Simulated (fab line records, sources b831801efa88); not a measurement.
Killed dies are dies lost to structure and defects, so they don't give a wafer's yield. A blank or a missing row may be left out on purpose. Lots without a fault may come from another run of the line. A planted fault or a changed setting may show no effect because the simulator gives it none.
A struck lot beside a sound one | flow sky130 | 15 steps out of a route of 708
Sound: wafers L386.2, L386.3, L386.6. Struck: wafers L399.2, L399.3. (L399.6 of the same lot was not struck and is left out.) The cause comes at the end.
At each step with rows: each side's tool, then ch and its chambers, then its first start. Under that, the readings that differ: sound wafers | struck wafers | difference of the means | sigmas: that difference in standard deviations of wafers without a fault.
alike: readings whose means differ by less than 2 such deviations, and words and numbers that are the same on both sides. not compared: withheld readings, readings that some wafer has no value for, bounds like >300 that may hide the same value, and numbers for which the record gives no deviation and whose values overlap.
The two part at a step that has a row with sigmas, a row that says differs or no value, or rows on one side only. Numbers that don't overlap but have no deviation are shown without sigmas and don't part them. A reading that every wafer of one side lacks parts them only if that side has two wafers or more.

SKY_VIA1_STRIP_16: strips in O2/N2.
  sound on plasma_asher-03 ch 0,1, day 35 19:02; struck on plasma_asher-03 ch 0,1, day 40 02:57
  alike: drypump_motor_current_A, oes_product_au, strip_time_to_endpoint_s
  not compared: rf_hours_counter_h
then, 4 steps without rows for these wafers: SKY_VIA1_STRIP_17 (strips in post etch residue remover, time 1200 s); SKY_VIA1_CLEAN_18 (cleans in IPA, time 180 s); SKY_VIA1_CLEAN_19 (cleans in O3/DIW); SKY_VIA1_SPUTTER_20 (material TiN, target thk 20 nm, time 80 s).
SKY_VIA1_CVD_21: deposits W, target thk 270 nm, time 80.902 s.
  sound on cvd_w-02 ch 0, day 35 19:44; struck on cvd_w-02 ch 0,1, day 40 03:36
  alike: heater_power_w
SKY_VIA1_RS_MEAS_22: measures by four-point-probe.
  sound on film_metro-03, day 35 19:51; struck on film_metro-03, day 40 03:43
  alike: VIA1_W_RS
SKY_VIA1_THK_MEAS_23: measures by xrf.
  sound on film_metro-03, day 35 19:58; struck on film_metro-03, day 40 03:50
  alike: VIA1_W_THK
SKY_VIA1_CMP_24: polishes, stops on SiO2, t overpolish 15 s, target thk 0 nm.
  sound on cmp-01 ch 0,1,2, day 35 20:01; struck on cmp-02 ch 0,3, day 40 03:56
  reading              | sound                | struck        | difference | sigmas
  overpolish_run_s (s) | 14.975 15.003 14.994 | 15.018 15.009 | +0.023     | +3
  alike: motor_current_A, time_to_endpoint_s
SKY_METAL2_SPUTTER_00: material Ti, target thk 15 nm, time 10 s.
  sound on pvd_sputter-03, day 35 20:19; struck on pvd_sputter-03, day 40 04:11
  alike: throttle_valve_pct
then, 1 step without rows for these wafers: SKY_METAL2_SPUTTER_01 (material TiN, target thk 20 nm, time 16.7 s).
SKY_METAL2_SPUTTER_02: material AlCu, target thk 250 nm, time 13.3 s.
  sound on pvd_sputter-03, day 35 20:22; struck on pvd_sputter-03, day 40 04:13
  alike: throttle_valve_pct
SKY_METAL2_SPUTTER_03: material Ti, target thk 5 nm, time 3.3 s.
  sound on pvd_sputter-03, day 35 20:23; struck on pvd_sputter-03, day 40 04:15
  reading                                   | sound             | struck      | difference | sigmas
  model.Ti_of_METAL2_SPUTTER_03.thk_nm (nm) | 5.115 5.067 5.069 | 3.431 3.627 | -1.555     |
  alike: throttle_valve_pct
then, 1 step without rows for these wafers: SKY_METAL2_SPUTTER_04 (material TiN, target thk 70 nm, time 58.3 s).
SKY_PAD_OPEN_PROBE_99:
  the record has rows for the sound wafers here (prober-02, day 47 07:47) and none for the struck ones

WHERE THEY PART
First at SKY_VIA1_CMP_24; last, within this record, at SKY_PAD_OPEN_PROBE_99.

WHY: what the simulator had put in
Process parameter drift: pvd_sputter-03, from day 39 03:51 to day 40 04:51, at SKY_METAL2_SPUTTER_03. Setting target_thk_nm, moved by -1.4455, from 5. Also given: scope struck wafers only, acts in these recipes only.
